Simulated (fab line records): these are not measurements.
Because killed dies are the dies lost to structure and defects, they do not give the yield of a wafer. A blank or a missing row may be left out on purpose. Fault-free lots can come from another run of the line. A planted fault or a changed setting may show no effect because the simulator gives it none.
One fault through the eyes of 2 desks :: flow gf180mcu :: numbers are kept per desk, each desk with only its own; the story behind them comes last

## THE TOOL OWNER'S DESK: pecvd-03
The tool's own readings at GF_V3_CVD_02 (deposits SiO2 from TEOS, target thk 850 nm, time 94.851 s): means of the sampled wafers that have a number, for each lot that ran on this tool. The brackets show how far a lot's mean lies from the usual mean; more than 4 standard deviations puts the lot out of limits, marked OUT.
Columns: A = heater power w at GF_V3_CVD_02, usual 680 W; B = run length s at GF_V3_CVD_02, usual 122.5 s
lot: L298
first seen here: day 23 23:02
A: 630
B: 122.4

lot: L301
first seen here: day 25 13:23
A: 717
B: 122.3

lot: L303
first seen here: day 25 19:19
A: 724
B: 122.3

lot: L304
first seen here: day 25 23:52
A: 665
B: 122.4

lot: L305
first seen here: day 26 12:52
A: 670
B: 113.2 (-14) OUT

lot: L306
first seen here: day 27 02:32
A: 622
B: 113.2 (-14) OUT

lot: L308
first seen here: day 27 11:47
A: 670
B: 104.1 (-27) OUT
This desk finds L305, L306, L308 out of limits, L305 being first, at day 26 12:52 (run length s at GF_V3_CVD_02). Within limits: L298, L301, L303, L304.

## THE METROLOGY DESK
What the gauges read for every lot (on any tool): the sampled wafers with a number, averaged. The brackets show how far a lot's mean lies from the usual mean; more than 4 standard deviations puts the lot out of limits, marked OUT.
Columns: A = M3_ALCU_THK at GF_M3_THK_MEAS_06, usual 446 nm; B = V3_CVD_02_THK at GF_V3_THK_MEAS_03, usual 851 nm
lot: L292
first seen here: day 20 10:31
A: 439
B: 850

lot: L294
first seen here: day 21 14:28
A: 451
B: 861

lot: L296
first seen here: day 22 05:22
A: 452
B: 855

lot: L298
first seen here: day 22 23:38
A: 447
B: 867

lot: L302
first seen here: day 24 14:02
A: 441
B: 854

lot: L301
first seen here: day 24 15:15
A: 438
B: 852

lot: L303
first seen here: day 24 21:37
A: 444
B: 842

lot: L304
first seen here: day 25 01:52
A: 450
B: 856

lot: L305
first seen here: day 25 14:36
A: 452
B: 768 (-6.4) OUT

lot: L306
first seen here: day 26 04:56
A: 440
B: 778 (-5.6) OUT

lot: L308
first seen here: day 26 14:25
A: 441
B: 687 (-13) OUT
Per this desk, out of limits: L305, L306, L308; the first was L305, day 26 12:57 (V3_CVD_02_THK at GF_V3_THK_MEAS_03). Within limits: L292, L294, L296, L298, L302, L301, L303, L304.

## TAKEN TOGETHER
The tool owner's desk could have raised an alarm at day 26 12:52, on L305, L306, L308.
On L305, L306, L308, the metrology desk was in a position to raise an alarm at day 26 12:57.
The lots listed all ran GF_V3_CVD_02 on pecvd-03.

## WHAT WAS PUT IN BY THE SIMULATOR
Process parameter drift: pecvd-03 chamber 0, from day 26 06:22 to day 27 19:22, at GF_V3_CVD_02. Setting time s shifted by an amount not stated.
Shown lots that were struck: L305, L306, L308.
Counting hours from when the fault started, the first reading out of limits came at 6 for the tool owner's desk and at 7 for the metrology desk.
